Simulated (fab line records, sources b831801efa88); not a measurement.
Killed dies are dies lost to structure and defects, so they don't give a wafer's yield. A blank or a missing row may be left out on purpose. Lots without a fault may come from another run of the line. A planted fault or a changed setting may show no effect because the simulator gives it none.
Which tool did it? | flow sky130 | 13 lots, 39 wafers sampled, at 3 steps of a route of 708

WHAT THE GAUGES READ, wafer by wafer
SKY_CONTACT_RS_MEAS_25: measures by four-point-probe.
lot  | measured     | on            | CONTACT_W_RS (ohm/sq)
L363 | day 31 17:12 | film_metro-04 | 0.342 0.338 0.342
L366 | day 33 21:01 | film_metro-01 | 0.341 0.340 0.341
L371 | day 34 12:15 | film_metro-01 | 0.345 0.344 0.343
L372 | day 34 17:42 | film_metro-01 | 0.339 0.343 0.342
L373 | day 35 02:37 | film_metro-02 | 0.343 0.339 0.343
L374 | day 35 08:33 | film_metro-01 | 0.342 0.338 0.452 0.342 0.339 0.452
L375 | day 35 11:59 | film_metro-02 | 0.338 0.337 0.334
L376 | day 36 00:05 | film_metro-04 | 0.445 0.336 0.338 0.445 0.337 0.338
L377 | day 36 10:23 | film_metro-01 | 0.340 0.342 0.453 0.341 0.342 0.454
L378 | day 37 01:32 | film_metro-02 | 0.343 0.343 0.344
L382 | day 38 00:16 | film_metro-02 | 0.342 0.343 0.342
L381 | day 38 01:10 | film_metro-01 | 0.348 0.347 0.345
L385 | day 38 19:38 | film_metro-04 | 0.349 0.344 0.342

SKY_CONTACT_THK_MEAS_26: measures by xrf.
lot  | measured     | on            | CONTACT_W_THK (nm)
L363 | day 31 17:19 | film_metro-04 | 329 335 331
L366 | day 33 21:08 | film_metro-01 | 333 335 334
L371 | day 34 12:22 | film_metro-01 | 325 327 326
L372 | day 34 17:49 | film_metro-01 | 330 329 329
L373 | day 35 02:44 | film_metro-02 | 328 331 328
L374 | day 35 11:53 | film_metro-01 | 332 334 252 331 336 253
L375 | day 35 12:05 | film_metro-02 | 333 334 341
L376 | day 36 03:51 | film_metro-04 | 255 336 335 255 335 336
L377 | day 36 12:04 | film_metro-01 | 331 331 249 331 330 250
L378 | day 37 01:39 | film_metro-02 | 327 327 329
L382 | day 38 00:23 | film_metro-02 | 326 329 329
L381 | day 38 01:17 | film_metro-01 | 322 328 326
L385 | day 38 19:46 | film_metro-04 | 326 332 332

WHICH TOOL RAN EACH LOT (tool, then ch and the chambers of the sampled wafers, then the start)
lot  | SKY_CONTACT_CVD_24
L363 | cvd_w-01 ch 0,1, day 31 17:05
L366 | cvd_w-01 ch 0,1, day 33 20:53
L371 | cvd_w-01 ch 0,1, day 34 12:07
L372 | cvd_w-01 ch 0,1, day 34 17:35
L373 | cvd_w-02 ch 0,1, day 35 02:29
L374 | cvd_w-01 ch 0,1, day 35 08:26
L375 | cvd_w-02 ch 0,1, day 35 11:51
L376 | cvd_w-01 ch 0,1, day 35 23:58
L377 | cvd_w-01 ch 0,1, day 36 10:16
L378 | cvd_w-02 ch 0,1, day 37 01:25
L382 | cvd_w-02 ch 0,1, day 38 00:10
L381 | cvd_w-02 ch 0,1, day 38 01:03
L385 | cvd_w-02 ch 0,1, day 38 19:32
- SKY_CONTACT_CVD_24: deposits W, target thk 340 nm, time 102.12 s.

WHAT THE TOOLS THEMSELVES READ (means of the sampled wafers that have a number; where no wafer has one, the mark that the record gives instead)
SKY_CONTACT_CVD_24.
lot  | tool     | heater_power_w (W) | susceptor_temp_C (C)
L363 | cvd_w-01 | 896                | 400.23
L366 | cvd_w-01 | 818                | 399.89
L371 | cvd_w-01 | 826                | 399.85
L372 | cvd_w-01 | 899                | 399.88
L373 | cvd_w-02 | 819                | 400.00
L374 | cvd_w-01 | 830                | 400.12
L375 | cvd_w-02 | 882                | 399.72
L376 | cvd_w-01 | 819                | 399.99
L377 | cvd_w-01 | 813                | 399.88
L378 | cvd_w-02 | 806                | 400.10
L382 | cvd_w-02 | 820                | 399.94
L381 | cvd_w-02 | 821                | 400.04
L385 | cvd_w-02 | 827                | 400.22

THE ANSWER, worked out from the rows above alone
Rule: what is usual is taken from the lots themselves. Put in order of their means at a reading, lots are off if they are a third of the lots or fewer, leave a main group of 4 or more, and stand apart from it by a gap of 3 or more times the standard deviation of the main group's means; of several such gaps the widest counts. A main group whose means are all the same, to the digits that the tables above print for the reading, isn't used. A lot without any number at a reading at which 4 lots or more have one is off too. The other lots that the step has rows for count as sound. The gauges are gone through in route order, then the tools' own readings, and for those a lot's mean is taken as printed above. The first step at which some lot is off is used, and at that step the reading that is off furthest; a lot without a number counts as furthest.
Off: L374, L376, L377, at SKY_CONTACT_RS_MEAS_25 (CONTACT_W_RS). The main group: mean 0.342 ohm/sq, standard deviation 0.0027.
A tool fits if, at a process step before that reading, it ran every lot that is off, and no sound lot after the first of them. The gauges at SKY_CONTACT_RS_MEAS_25 are tried like those tools. One fits: cvd_w-01 at SKY_CONTACT_CVD_24. Its last sound lot is L372 (day 34 17:35), its first lot that is off L374 (day 35 08:26): a fault that began between those two fits.

WHAT THE SIMULATOR HAD PUT IN
Process parameter drift: cvd_w-01, from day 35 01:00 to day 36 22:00, at SKY_CONTACT_CVD_24. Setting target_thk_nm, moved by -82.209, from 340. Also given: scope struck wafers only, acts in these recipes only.
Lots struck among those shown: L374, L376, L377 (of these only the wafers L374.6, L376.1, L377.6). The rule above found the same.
